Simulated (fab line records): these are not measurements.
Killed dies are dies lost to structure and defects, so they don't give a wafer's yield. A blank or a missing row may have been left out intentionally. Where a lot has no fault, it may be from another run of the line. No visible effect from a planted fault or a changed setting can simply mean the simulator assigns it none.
Problem report in the 8D (eight disciplines) form, filled by code | flow gf180mcu | the parts of the form that need people (team, actions taken, sign-off) are left out

1. THE PROBLEM
GF_DNWELL_STRIP_08, oesProductAu: mean 0.972 a.u. on 3 wafers (1 lot); fault-free wafers 0.722 a.u., standard deviation 0.0049. That is +51 standard deviations from the usual mean.
The step: strips in O2/N2.
First observed at day 4 12:53: wafer L899.1, on plasmaAsher-02. The record holds 36 wafers of 12 lots with a number at this step. Rule for "out" (also "out of limits"): further than 4 standard deviations from the usual mean. The other wafers with a number count as sound.

2. WHAT IT IS, AND WHAT IT ISN'T
question                    | is                     | is not
which readings at this step | oesProductAu           | drypumpMotorCurrentA, heaterPowerW
which lots                  | L899                   | L893, L894, L895, L896, L897, L898, L900, L910, L911, L912, L913
which wafers of those lots  | all that have a number | -
read on which tools         | plasmaAsher-02         | plasmaAsher-03, plasmaAsher-04
when                        | from day 4 12:53       | up to then (18 sound wafers); but 15 sound wafers of L900, L910, L911, L912, L913 came after

3. SUSPECTS, AND WHAT RULES EACH OUT
Counting: any tool at a process step up to the reading is kept as a suspect provided that every lot that is out went through it and no sound lot did after the first of them.
- plasmaAsher-02 at GF_DNWELL_STRIP_08 (strips in O2/N2): ruled out as a lasting fault. Sound lots L910, L911, L913 ran on it after its first lot that is out, L899 (day 4 12:53).
Left after counting: nothing in the record.

4. THE CAUSE (what the simulator had put in)
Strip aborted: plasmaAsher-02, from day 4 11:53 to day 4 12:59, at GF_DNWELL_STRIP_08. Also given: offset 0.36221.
Counting ruled it out, wrongly.

5. THE EFFECT CHAIN, in route order
Rows list readings where the struck wafers' mean (over those with a number) sits beyond 3 standard deviations from the usual. Scope: only readings with a usual standard deviation given in the record; hours: median across lots of the time from each lot's start at the first step in this table that gives one to its start at this step; sigmas: change in usual standard deviations.
hours | step               | reading              | usual      | on struck wafers | change | sigmas
0     | GF_DNWELL_STRIP_08 | oesProductAu         | 0.722 a.u. | 0.972            | +0.250 | +51
15    | GF_NWELL_STRIP_10  | stripTimeToEndpointS | 36.91 s    | 38.54            | +1.63  | +19
Process steps it contains:
- GF_DNWELL_STRIP_08: strips in O2/N2.
- GF_NWELL_STRIP_10: strips in O2/N2.
Readings that are blank on the struck wafers while sound wafers have them: stripTimeToEndpointS at GF_DNWELL_STRIP_08.
At these later measuring or inspecting steps, every struck wafer for which the step has a row has a number for every such reading, and none has moved that far: GF_M1_RS_MEAS_05.

6. HOW IT WOULD HAVE BEEN CAUGHT EARLIER
In this record the first reading out of limits was taken at day 4 12:53, 1 hour after the fault began at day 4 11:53.
